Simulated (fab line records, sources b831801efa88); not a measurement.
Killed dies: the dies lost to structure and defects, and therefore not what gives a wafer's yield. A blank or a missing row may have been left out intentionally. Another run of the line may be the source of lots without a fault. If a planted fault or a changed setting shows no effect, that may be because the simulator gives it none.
fab line records	flow gf180mcu
record: lots: 24	wafers: 72	lastDay: 34
route steps=602 shown NWELL@53 V1@350 M2@366 V4@481
lots with no fault: from the same line, run without faults
startH: the number of hours between the record's first day and the start of the first shown wafer of the lot	waitH: time in hours since the lot's previous step	" same as the row above	L1.1+2: a single row standing in for several wafers	- no value present, or no start provided	* or withheld: withheld	< > ~ a bound
route shown NAME@n: a module of which the file shows steps, and the number in the route of the first	usual: the fault-free wafers' mean and standard deviation	same: alike in all rows	chamber/n: place in a boat	sites: the reading at each site	_std_site: standard deviation of those values	_edge_site: mean of outer sites minus mean of inner sites	radiusMm: how far each site lies from the wafer's centre	mask NAME#n: copy n	behind: the most recent tool/chamber to have shaped the wafer	hold: cause of the lot's hold/its duration in hours/its outcome	device: the n, p or np transistor that did not switch	end of line: tests run on the same wafers once the route is complete	for a step that has no rows: nothing shown but its recipe	killed: count of dies lost to structure and defects at first sort (not the wafer's yield)	map: dies across one wafer; x = killed, . = not, _ = none there
set.NAME: the setting as run; set.NAME@STEP: as run at that earlier step	model.NAME: the simulator's own value behind a step, which no gauge read
a sample of lots followed through the steps of the route, with each step as a table and each wafer as a row
services: when a tool's chamber went out of use (startH, in hours from the record's first day, below 0 if earlier), for how many hours, and the reason
== steps ==
step: GF_NWELL_TW_MEAS_11
usual: NWELL_TW: 1578/13
lot.wafer	tool	chamber	startH	waitH	NWELL_TW
L074.2	filmMetro-04	-	55.72	0.1	1586
L074.4	"	-	"	"	1594
L074.6	"	-	"	"	1588
L075.2	filmMetro-02	-	61.24	0.1	1575
L075.3	"	-	"	"	1585
L075.6	"	-	"	"	1580
L076.1	filmMetro-02	-	65.91	0.1	1580
L076.4	"	-	"	"	1573
L076.5	"	-	"	"	1582
L077.3	filmMetro-02	-	72.80	0.1	1605
L077.5	"	-	"	"	1594
L077.6	"	-	"	"	1594
L078.3	filmMetro-04	-	77.29	0.1	1588
L078.4	"	-	"	"	1576
L078.6	"	-	"	"	1589
L079.1	filmMetro-01	-	82.92	0.1	1559
L079.3	"	-	"	"	1552
L079.6	"	-	"	"	1551
L080.3	filmMetro-02	-	87.53	0.1	1600
L080.4	"	-	"	"	1583
L080.6	"	-	"	"	1581
L081.1	filmMetro-04	-	95.16	0.1	1584
L081.2	"	-	"	"	1588
L081.3	"	-	"	"	1579
L082.1	filmMetro-02	-	98.36	0.1	1571
L082.4	"	-	"	"	1576
L082.6	"	-	"	"	1580
L083.3	filmMetro-02	-	104.54	0.1	1574
L083.4	"	-	"	"	1577
L083.5	"	-	"	"	1586
L084.1	filmMetro-01	-	110.31	0.1	1562
L084.2	"	-	"	"	1564
L084.5	"	-	"	"	1566
L085.2	filmMetro-01	-	117.13	0.1	1566
L085.4	"	-	"	"	1571
L085.6	"	-	"	"	1566
L086.1	filmMetro-01	-	121.91	0.1	1571
L086.2	"	-	"	"	1574
L086.4	"	-	"	"	1567
L087.3	filmMetro-01	-	127.03	0.1	1562
L087.4	"	-	"	"	1565
L087.6	"	-	"	"	1568
L088.1	filmMetro-01	-	133.81	0.1	1571
L088.3	"	-	"	"	1573
L088.4	"	-	"	"	1568
L089.2	filmMetro-02	-	137.88	0.1	1576
L089.3	"	-	"	"	1579
L089.5	"	-	"	"	1580
L090.3	filmMetro-04	-	142.99	0.1	1569
L090.4	"	-	"	"	1575
L090.6	"	-	"	"	1583
L091.2	filmMetro-01	-	148.56	0.1	1562
L091.4	"	-	"	"	1562
L091.6	"	-	"	"	1557
L092.1	filmMetro-01	-	154.41	0.1	1554
L092.2	"	-	"	"	1553
L092.4	"	-	"	"	1557
L093.1	filmMetro-04	-	159.71	0.1	1596
L093.3	"	-	"	"	1587
L093.4	"	-	"	"	1585
L094.1	filmMetro-04	-	166.42	0.1	1590
L094.3	"	-	"	"	1591
L094.6	"	-	"	"	1586
L095.1	filmMetro-04	-	171.57	0.1	1590
L095.2	"	-	"	"	1589
L095.3	"	-	"	"	1595
L096.3	filmMetro-04	-	175.39	0.1	1585
L096.5	"	-	"	"	1586
L096.6	"	-	"	"	1586
L097.1	filmMetro-02	-	187.02	0.1	1591
L097.2	"	-	"	"	1590
L097.4	"	-	"	"	1590
step: GF_V1_OVL_MEAS_15
usual: V1_OVL: 0/6.3
lot.wafer	tool	chamber	startH	waitH	V1_OVL[nm]
L074.2	overlay-02	-	409.91	0.1	4
L074.4	"	-	"	"	13
L074.6	"	-	"	"	13
L075.2	overlay-02	-	418.91	0.1	5
L075.3	"	-	"	"	4
L075.6	"	-	"	"	0
L076.1	overlay-01	-	430.75	0.1	1
L076.4	"	-	"	"	2
L076.5	"	-	"	"	-2
L077.3	overlay-01	-	441.66	0.1	4
L077.5	"	-	"	"	4
L077.6	"	-	"	"	6
L078.3	overlay-02	-	451.30	0.1	-6
L078.4	"	-	"	"	-4
L078.6	"	-	"	"	-1
L079.1	overlay-01	-	461.09	0.1	-7
L079.3	"	-	"	"	-3
L079.6	"	-	"	"	-7
L080.3	overlay-01	-	463.96	0.1	-1
L080.4	"	-	"	"	2
L080.6	"	-	"	"	0
L081.1	overlay-01	-	482.50	0.1	0
L081.2	"	-	"	"	5
L081.3	"	-	"	"	5
L082.1	overlay-02	-	482.85	0.1	6
L082.4	"	-	"	"	8
L082.6	"	-	"	"	3
L083.3	overlay-02	-	497.65	0.1	-6
L083.4	"	-	"	"	-9
L083.5	"	-	"	"	-8
L084.1	overlay-02	-	504.40	0.1	0
L084.2	"	-	"	"	8
L084.5	"	-	"	"	1
L085.2	overlay-02	-	518.29	0.1	1
L085.4	"	-	"	"	-4
L085.6	"	-	"	"	3
L086.1	overlay-02	-	521.55	0.1	-6
L086.2	"	-	"	"	-2
L086.4	"	-	"	"	-5
L087.3	overlay-02	-	527.37	0.1	2
L087.4	"	-	"	"	-2
L087.6	"	-	"	"	-1
L088.1	overlay-01	-	538.25	0.1	-3
L088.3	"	-	"	"	-11
L088.4	"	-	"	"	-7
L089.2	overlay-02	-	543.44	0.1	-6
L089.3	"	-	"	"	-7
L089.5	"	-	"	"	-10
L090.3	overlay-01	-	549.00	0.1	-1
L090.4	"	-	"	"	-8
L090.6	"	-	"	"	-2
L091.2	overlay-02	-	558.91	0.1	-8
L091.4	"	-	"	"	-9
L091.6	"	-	"	"	-6
L092.1	overlay-01	-	566.30	0.1	2
L092.2	"	-	"	"	0
L092.4	"	-	"	"	4
L093.1	overlay-02	-	575.25	0.1	5
L093.3	"	-	"	"	-1
L093.4	"	-	"	"	-1
L094.1	overlay-01	-	584.35	0.1	6
L094.3	"	-	"	"	3
L094.6	"	-	"	"	5
L095.1	overlay-02	-	590.64	0.1	-1
L095.2	"	-	"	"	12
L095.3	"	-	"	"	5
L096.3	overlay-02	-	594.00	0.1	4
L096.5	"	-	"	"	15
L096.6	"	-	"	"	14
L097.1	overlay-01	-	608.60	0.1	8
L097.2	"	-	"	"	7
L097.4	"	-	"	"	5
step: GF_M2_SPUTTER_04
recipe: material: TiN	targetThkNm: 50	powerW: 6500	timeS: 41.7	chamberPressurePa: 0.4
usual: throttleValvePct: 30.1/0.91
lot.wafer	tool	chamber	startH	waitH	throttleValvePct
L074.2	pvdSputter-01	-	411.51	0.0	31.5
L074.4	"	-	"	"	30.3
L074.6	"	-	"	"	29.9
L075.2	pvdSputter-02	-	420.48	0.0	28.9
L075.3	"	-	"	"	30.2
L075.6	"	-	"	"	29.1
L076.1	pvdSputter-03	-	432.34	0.0	30.8
L076.4	"	-	"	"	29.4
L076.5	"	-	"	"	31.1
L077.3	pvdSputter-01	-	443.22	0.0	31.6
L077.5	"	-	"	"	30.0
L077.6	"	-	"	"	29.9
L078.3	pvdSputter-01	-	452.86	0.0	30.6
L078.4	"	-	"	"	29.7
L078.6	"	-	"	"	31.5
L079.1	pvdSputter-03	-	462.69	0.0	30.4
L079.3	"	-	"	"	29.4
L079.6	"	-	"	"	29.5
L080.3	pvdSputter-02	-	465.55	0.0	30.4
L080.4	"	-	"	"	29.2
L080.6	"	-	"	"	30.5
L081.1	pvdSputter-02	-	484.07	0.0	30.6
L081.2	"	-	"	"	30.2
L081.3	"	-	"	"	30.0
L082.1	pvdSputter-01	-	484.44	0.0	30.7
L082.4	"	-	"	"	29.8
L082.6	"	-	"	"	29.7
L083.3	pvdSputter-02	-	499.55	0.0	30.2
L083.4	"	-	"	"	30.2
L083.5	"	-	"	"	30.4
L084.1	pvdSputter-01	-	506.09	0.0	29.9
L084.2	"	-	"	"	31.6
L084.5	"	-	"	"	29.9
L085.2	pvdSputter-02	-	519.97	0.0	29.8
L085.4	"	-	"	"	30.4
L085.6	"	-	"	"	28.9
L086.1	pvdSputter-03	-	523.12	0.0	31.1
L086.2	"	-	"	"	30.4
L086.4	"	-	"	"	27.7
L087.3	pvdSputter-01	-	528.94	0.0	31.6
L087.4	"	-	"	"	30.4
L087.6	"	-	"	"	31.6
L088.1	pvdSputter-01	-	539.82	0.0	30.5
L088.3	"	-	"	"	31.5
L088.4	"	-	"	"	29.9
L089.2	pvdSputter-02	-	545.01	0.0	29.1
L089.3	"	-	"	"	30.5
L089.5	"	-	"	"	30.6
L090.3	pvdSputter-02	-	550.56	0.0	30.5
L090.4	"	-	"	"	30.0
L090.6	"	-	"	"	30.4
L091.2	pvdSputter-01	-	560.51	0.0	31.4
L091.4	"	-	"	"	29.9
L091.6	"	-	"	"	30.5
L092.1	pvdSputter-01	-	567.88	0.0	30.0
L092.2	"	-	"	"	29.6
L092.4	"	-	"	"	30.4
L093.1	pvdSputter-01	-	576.82	0.0	30.5
L093.3	"	-	"	"	31.5
L093.4	"	-	"	"	29.9
L094.1	pvdSputter-01	-	585.92	0.0	29.8
L094.3	"	-	"	"	29.9
L094.6	"	-	"	"	30.5
L095.1	pvdSputter-03	-	592.24	0.0	27.3
L095.2	"	-	"	"	30.3
L095.3	"	-	"	"	31.0
L096.3	pvdSputter-01	-	595.59	0.0	29.9
L096.5	"	-	"	"	31.5
L096.6	"	-	"	"	30.5
L097.1	pvdSputter-02	-	610.20	0.0	30.2
L097.2	"	-	"	"	28.9
L097.4	"	-	"	"	30.3
step: GF_V4_BOW_MEAS_05
recipe: mode: bow
usual: V4_BOW: 135/8.4
lot.wafer	tool	chamber	startH	waitH	V4_BOW[um]
L074.2	filmMetro-04	-	539.16	0.2	126
L074.4	"	-	"	"	128
L074.6	"	-	"	"	131
L075.2	filmMetro-04	-	547.07	0.1	131
L075.3	"	-	"	"	130
L075.6	"	-	"	"	141
L076.1	filmMetro-01	-	559.23	0.1	129
L076.4	"	-	"	"	130
L076.5	"	-	"	"	137
L077.3	filmMetro-01	-	568.61	0.2	144
L077.5	"	-	"	"	140
L077.6	"	-	"	"	147
L078.3	filmMetro-02	-	575.51	0.2	133
L078.4	"	-	"	"	126
L078.6	"	-	"	"	129
L079.1	filmMetro-04	-	585.41	0.1	138
L079.3	"	-	"	"	132
L079.6	"	-	"	"	135
L080.3	filmMetro-01	-	587.08	0.2	142
L080.4	"	-	"	"	143
L080.6	"	-	"	"	136
L081.1	filmMetro-04	-	602.53	0.2	151
L081.2	"	-	"	"	140
L081.3	"	-	"	"	139
L082.1	filmMetro-01	-	603.53	0.1	142
L082.4	"	-	"	"	129
L082.6	"	-	"	"	137
L083.3	filmMetro-04	-	616.95	0.2	140
L083.4	"	-	"	"	130
L083.5	"	-	"	"	139
L084.1	filmMetro-02	-	622.45	0.1	142
L084.2	"	-	"	"	148
L084.5	"	-	"	"	131
L085.2	filmMetro-04	-	635.92	0.3	134
L085.4	"	-	"	"	145
L085.6	"	-	"	"	145
L086.1	filmMetro-04	-	638.87	0.1	131
L086.2	"	-	"	"	129
L086.4	"	-	"	"	126
L087.3	filmMetro-04	-	642.55	0.2	143
L087.4	"	-	"	"	136
L087.6	"	-	"	"	139
L088.1	filmMetro-01	-	652.62	0.1	121
L088.3	"	-	"	"	120
L088.4	"	-	"	"	123
L089.2	filmMetro-01	-	658.08	0.1	136
L089.3	"	-	"	"	125
L089.5	"	-	"	"	130
L090.3	filmMetro-01	-	662.00	0.3	135
L090.4	"	-	"	"	146
L090.6	"	-	"	"	150
L091.2	filmMetro-04	-	670.90	0.3	133
L091.4	"	-	"	"	131
L091.6	"	-	"	"	119
L092.1	filmMetro-01	-	677.83	0.1	133
L092.2	"	-	"	"	132
L092.4	"	-	"	"	138
L093.1	filmMetro-01	-	685.08	0.2	130
L093.3	"	-	"	"	125
L093.4	"	-	"	"	124
L094.1	filmMetro-04	-	694.07	0.2	128
L094.3	"	-	"	"	129
L094.6	"	-	"	"	130
L095.1	filmMetro-02	-	698.58	0.2	153
L095.2	"	-	"	"	155
L095.3	"	-	"	"	151
L096.3	filmMetro-01	-	701.95	0.1	130
L096.5	"	-	"	"	122
L096.6	"	-	"	"	139
L097.1	filmMetro-01	-	714.34	0.2	138
L097.2	"	-	"	"	146
L097.4	"	-	"	"	141
step: GF_V4_CVD_23
recipe: material: W	targetThkNm: 350	timeS: 104.9	tempC: 400	pressureTorr: 40
usual: heaterPowerOuterW: 520/45	heaterPowerW: 859/77
lot.wafer	tool	chamber	startH	waitH	heaterPowerOuterW	heaterPowerW
L074.2	cvdW-02	1	562.04	0.0	535	838
L074.4	"	1	"	"	499	830
L074.6	"	1	"	"	509	811
L075.2	cvdW-02	0	570.60	0.0	580	986
L075.3	"	1	"	"	523	806
L075.6	"	0	"	"	598	979
L076.1	cvdW-01	0	581.97	0.0	460	761
L076.4	"	0	"	"	461	778
L076.5	"	1	"	"	512	864
L077.3	cvdW-02	0	591.19	0.1	588	973
L077.5	"	0	"	"	580	997
L077.6	"	1	"	"	518	836
L078.3	cvdW-02	1	597.88	0.1	519	814
L078.4	"	0	"	"	579	967
L078.6	"	1	"	"	521	836
L079.1	cvdW-02	1	607.86	0.0	519	833
L079.3	"	0	"	"	586	973
L079.6	"	0	"	"	587	967
L080.3	cvdW-01	0	608.86	0.1	449	769
L080.4	"	1	"	"	527	885
L080.6	"	1	"	"	502	893
L081.1	cvdW-01	1	623.89	0.0	523	878
L081.2	"	0	"	"	459	763
L081.3	"	0	"	"	450	771
L082.1	cvdW-02	0	625.47	0.0	583	959
L082.4	"	1	"	"	520	825
L082.6	"	1	"	"	519	817
L083.3	cvdW-01	0	638.11	0.1	466	764
L083.4	"	1	"	"	527	862
L083.5	"	1	"	"	523	869
L084.1	cvdW-01	1	643.15	0.0	525	878
L084.2	"	0	"	"	459	742
L084.5	"	0	"	"	449	754
L085.2	cvdW-01	1	656.59	0.0	511	877
L085.4	"	1	"	"	536	871
L085.6	"	0	"	"	464	772
L086.1	cvdW-02	1	659.75	0.0	522	843
L086.2	"	0	"	"	599	959
L086.4	"	1	"	"	525	823
L087.3	cvdW-01	0	663.33	0.1	457	780
L087.4	"	1	"	"	513	873
L087.6	"	0	"	"	456	750
L088.1	cvdW-01	0	673.05	0.0	470	754
L088.3	"	1	"	"	510	889
L088.4	"	0	"	"	449	744
L089.2	cvdW-01	0	678.63	0.0	455	748
L089.3	"	0	"	"	465	759
L089.5	"	1	"	"	510	877
L090.3	cvdW-01	0	681.93	0.1	464	757
L090.4	"	1	"	"	516	853
L090.6	"	0	"	"	442	760
L091.2	cvdW-02	0	690.72	0.0	584	966
L091.4	"	1	"	"	523	853
L091.6	"	0	"	"	587	967
L092.1	cvdW-01	1	697.68	0.0	542	872
L092.2	"	0	"	"	459	760
L092.4	"	0	"	"	455	769
L093.1	cvdW-02	0	704.78	0.0	587	1001
L093.3	"	1	"	"	531	843
L093.4	"	0	"	"	589	978
L094.1	cvdW-01	1	713.47	0.0	526	861
L094.3	"	1	"	"	536	862
L094.6	"	1	"	"	519	871
L095.1	cvdW-02	0	717.60	0.0	585	988
L095.2	"	1	"	"	526	816
L095.3	"	1	"	"	537	854
L096.3	cvdW-02	1	721.03	0.1	522	835
L096.5	"	0	"	"	580	988
L096.6	"	1	"	"	515	859
L097.1	cvdW-01	0	733.08	0.0	476	764
L097.2	"	1	"	"	542	872
L097.4	"	0	"	"	459	757
step: GF_V4_CMP_26
recipe: stopOn: SiO2	downForcePsi: 3.5	platenRpm: 60	tOverpolishS: 15	targetThkNm: 0	padVelocityMS: 0.94248
usual: motorCurrentA: 11.4/1.2	overpolishRunS: 15.000/0.0094	platenRpm: 60.01/0.04	timeToEndpointS: 88/5.2
lot.wafer	tool	chamber	startH	waitH	motorCurrentA	overpolishRunS	platenRpm	timeToEndpointS
L074.4	cmp-02	1	562.38	0.1	9.6	15.005	59.92	85
L074.2	"	3	"	"	12.8	14.990	60.01	88
L074.6	"	1	"	"	9.7	15.008	59.95	87
L075.3	cmp-02	1	570.89	0.0	10.1	14.993	60.02	84
L075.2	"	0	"	"	12.4	15.015	60.00	88
L075.6	"	2	"	"	11.5	14.996	60.03	86
L076.1	cmp-02	1	582.26	0.1	9.7	14.976	60.00	87
L076.4	"	3	"	"	12.7	14.991	59.92	88
L076.5	"	2	"	"	11.0	14.997	59.96	83
L077.3	cmp-01	3	591.44	0.0	11.9	15.002	60.03	96
L077.5	"	3	"	"	12.6	15.005	59.98	96
L077.6	"	0	"	"	12.5	15.002	59.99	80
L078.4	cmp-01	2	598.14	0.0	9.4	15.015	59.97	91
L078.3	"	0	"	"	12.4	15.000	60.06	77
L078.6	"	2	"	"	9.6	15.006	59.92	91
L079.1	cmp-01	2	608.16	0.1	9.9	14.993	60.03	91
L079.3	"	0	"	"	12.8	15.008	60.09	78
L079.6	"	2	"	"	9.3	14.999	60.03	89
L080.4	cmp-01	3	609.17	0.1	12.0	15.002	60.01	90
L080.3	"	0	"	"	11.4	15.003	60.02	79
L080.6	"	3	"	"	12.6	14.991	60.02	91
L081.3	cmp-01	0	624.23	0.1	11.8	14.993	59.97	78
L081.1	"	1	"	"	11.2	14.982	60.03	86
L081.2	"	2	"	"	9.5	15.005	60.07	90
L082.4	cmp-01	0	625.76	0.0	11.7	14.996	60.03	77
L082.1	"	2	"	"	9.9	14.992	60.05	95
L082.6	"	1	"	"	11.7	14.980	60.07	85
L083.3	cmp-02	2	638.47	0.1	11.2	15.007	60.01	87
L083.4	"	3	"	"	12.6	15.008	60.05	94
L083.5	"	1	"	"	10.0	15.004	59.99	91
L084.2	cmp-01	3	643.49	0.1	12.7	14.991	60.01	95
L084.1	"	0	"	"	11.7	15.003	59.99	85
L084.5	"	3	"	"	12.5	15.012	59.98	93
L085.4	cmp-01	1	656.88	0.0	11.3	14.988	60.03	88
L085.2	"	3	"	"	12.7	15.011	60.01	92
L085.6	"	2	"	"	9.6	14.996	59.93	92
L086.2	cmp-01	3	660.09	0.1	12.9	14.986	60.01	90
L086.1	"	0	"	"	12.4	14.998	59.99	77
L086.4	"	1	"	"	10.7	15.003	60.01	84
L087.4	cmp-01	0	663.63	0.1	12.6	14.999	60.06	80
L087.3	"	2	"	"	9.2	14.993	59.99	92
L087.6	"	0	"	"	12.5	14.997	60.09	79
L088.3	cmp-02	3	673.34	0.0	12.8	14.976	60.02	95
L088.1	"	0	"	"	12.7	15.000	59.99	87
L088.4	"	2	"	"	11.2	15.006	59.93	89
L089.2	cmp-02	2	678.97	0.1	11.0	14.997	59.98	87
L089.3	"	0	"	"	12.0	15.004	60.02	90
L089.5	"	1	"	"	9.8	14.995	59.99	90
L090.4	cmp-01	1	682.18	0.0	10.6	15.004	60.02	90
L090.3	"	0	"	"	12.3	15.010	59.98	83
L090.6	"	2	"	"	9.3	15.004	60.05	91
L091.2	cmp-01	1	691.11	0.1	11.3	15.008	60.01	85
L091.4	"	2	"	"	9.1	14.988	59.97	92
L091.6	"	3	"	"	13.1	15.013	60.05	95
L092.4	cmp-02	0	697.98	0.0	12.6	15.021	60.01	90
L092.1	"	1	"	"	9.2	15.011	60.04	88
L092.2	"	3	"	"	13.1	15.004	60.01	95
L093.1	cmp-01	3	705.70	0.7	13.3	15.006	60.02	91
L093.3	"	0	"	"	11.8	14.991	59.99	75
L093.4	"	1	"	"	10.9	14.982	60.02	84
L094.3	cmp-02	1	713.88	0.0	10.5	15.009	60.00	89
L094.1	"	0	"	"	12.1	14.999	60.04	90
L094.6	"	2	"	"	10.7	15.015	60.01	89
L095.3	cmp-02	2	717.89	0.0	11.1	14.984	59.94	84
L095.2	"	0	"	"	13.0	14.996	60.05	88
L095.1	"	1	"	"	10.5	14.990	59.94	87
L096.3	cmp-01	1	721.44	0.2	11.0	15.013	60.01	85
L096.6	"	2	"	"	9.7	14.989	59.97	89
L096.5	"	3	"	"	12.9	15.006	59.99	95
L097.1	cmp-01	1	733.43	0.1	11.0	15.013	60.00	89
L097.4	"	2	"	"	9.7	15.000	59.99	90
L097.2	"	3	"	"	12.2	14.999	60.08	98
== services ==
tool	chamber	startH	hours	kind
cmp-01	-	389.38	14.9	pm
cvdW-01	-	390.00	14.0	pm
pvdSputter-02	-	392.03	1.1	repair
cvdW-01	1	397.71	6.0	repair
cmp-02	-	404.00	4.0	pm
cvdW-01	-	406.34	0.3	repair
pvdSputter-03	-	407.63	1.7	repair
pvdSputter-03	-	416.15	4.9	repair
pvdSputter-03	-	435.35	4.9	repair
cmp-02	-	450.38	2.1	repair
cvdW-02	-	514.19	0.3	repair
cvdW-01	0	518.52	13.2	repair
cmp-02	-	547.63	4.4	pm
cmp-02	-	552.87	0.3	repair
cmp-01	-	572.00	4.0	pm
cmp-02	-	610.37	0.2	repair
pvdSputter-01	-	639.09	2.1	repair
cmp-01	-	677.16	2.2	repair
cmp-01	-	691.63	4.7	pm
pvdSputter-01	-	694.86	0.5	repair
cmp-01	-	697.78	7.3	pm
cmp-02	-	703.38	1.9	repair
cvdW-01	0	707.85	16.6	repair
pvdSputter-01	-	728.90	8.3	repair
== key ==
fault none
